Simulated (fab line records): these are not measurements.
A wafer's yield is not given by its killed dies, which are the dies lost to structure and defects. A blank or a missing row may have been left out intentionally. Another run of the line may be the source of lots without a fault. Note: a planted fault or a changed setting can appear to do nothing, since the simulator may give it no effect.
Problem report in the 8D (eight disciplines) form, filled by code | flow sky130 | the parts of the form that need people (team, actions taken, sign-off) are left out

== 1. PROBLEM STATEMENT ==
runLengthS at SKY_METAL3_SOFTBAKE_09 reads a mean of 113.09 s on 2 wafers of 2 lots; wafers without a fault read 118.99 s with a standard deviation of 0.26. That is -23 standard deviations from the usual mean.
The step: time 90 s.
First seen on wafer L923.2, day 40 10:00, on lithoTrack-01. At this step, 35 wafers from 12 lots have a number in the record. The rule behind "out" and "out of limits": a value lying over 4 standard deviations away from the usual mean. Any other wafer with a number is counted as sound.

== 2. WHAT IT IS, WHAT IT ISN'T ==
question                    | is                            | is not
which readings at this step | runLengthS, heaterPowerTotalW | chillPlateTempC
which lots                  | L923, L925                    | L915, L916, L917, L919, L931, L932, L933, L935, L937, L938
which wafers of those lots  | L923.2, L925.3                | L923.1, L923.4, L925.5
read on which tools         | lithoTrack-01                 | lithoTrack-03, lithoTrack-04
when                        | from day 40 10:00             | up to then (14 sound wafers); but 19 sound wafers of L925, L931, L932, L933, L935, L937, L938 came after

== 3. THE SUSPECTS, EACH WITH WHAT RULES IT OUT ==
Counting: a tool at a process step up to the reading stays a suspect if it ran every lot that is out. Sound lots after the first of them don't rule it out here, since some wafers of a struck lot are sound.
- pvdSputter-02 at SKY_VIA1_SPUTTER_20 (material TiN, target thk 20 nm, time 80 s): kept. Ran every lot that is out, first one L923 (day 36 11:46); last sound lot up to then L916 (day 34 06:34).
- lithoTrack-01 at SKY_METAL3_SOFTBAKE_09 (time 90 s): kept. Ran every lot that is out, first one L923 (day 40 10:00); last sound lot up to then L919 (day 39 10:00). Its own readings are out on those wafers: heaterPowerTotalW, runLengthS.
Remaining after the count are pvdSputter-02 at SKY_VIA1_SPUTTER_20 and lithoTrack-01 at SKY_METAL3_SOFTBAKE_09.

== 4. THE CAUSE (what the simulator had put in) ==
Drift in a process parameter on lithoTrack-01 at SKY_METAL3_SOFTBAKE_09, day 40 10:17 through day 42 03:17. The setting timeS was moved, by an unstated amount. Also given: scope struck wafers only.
After counting, 2 suspects remain, this tool included.

== 5. THE CHAIN OF EFFECTS, in route order ==
Each row: a reading whose mean over the struck wafers that have a number lies more than 3 standard deviations from the usual. Scope: only readings with a usual standard deviation given in the record; hours: median across lots of the time from each lot's start at the first step in this table that gives one to its start at this step; sigmas: change in usual standard deviations.
hours | step                   | reading           | usual    | on struck wafers | change | sigmas
0     | SKY_METAL3_SOFTBAKE_09 | heaterPowerTotalW | 57.35 W  | 58.56            | +1.21  | +10
0     | SKY_METAL3_SOFTBAKE_09 | runLengthS        | 118.99 s | 113.09           | -5.89  | -23
Here are the process steps it includes:
- SKY_METAL3_SOFTBAKE_09: time 90 s.

== 6. HOW IT WOULD HAVE BEEN CAUGHT EARLIER ==
In this record the first reading out of limits was taken at day 40 10:00.
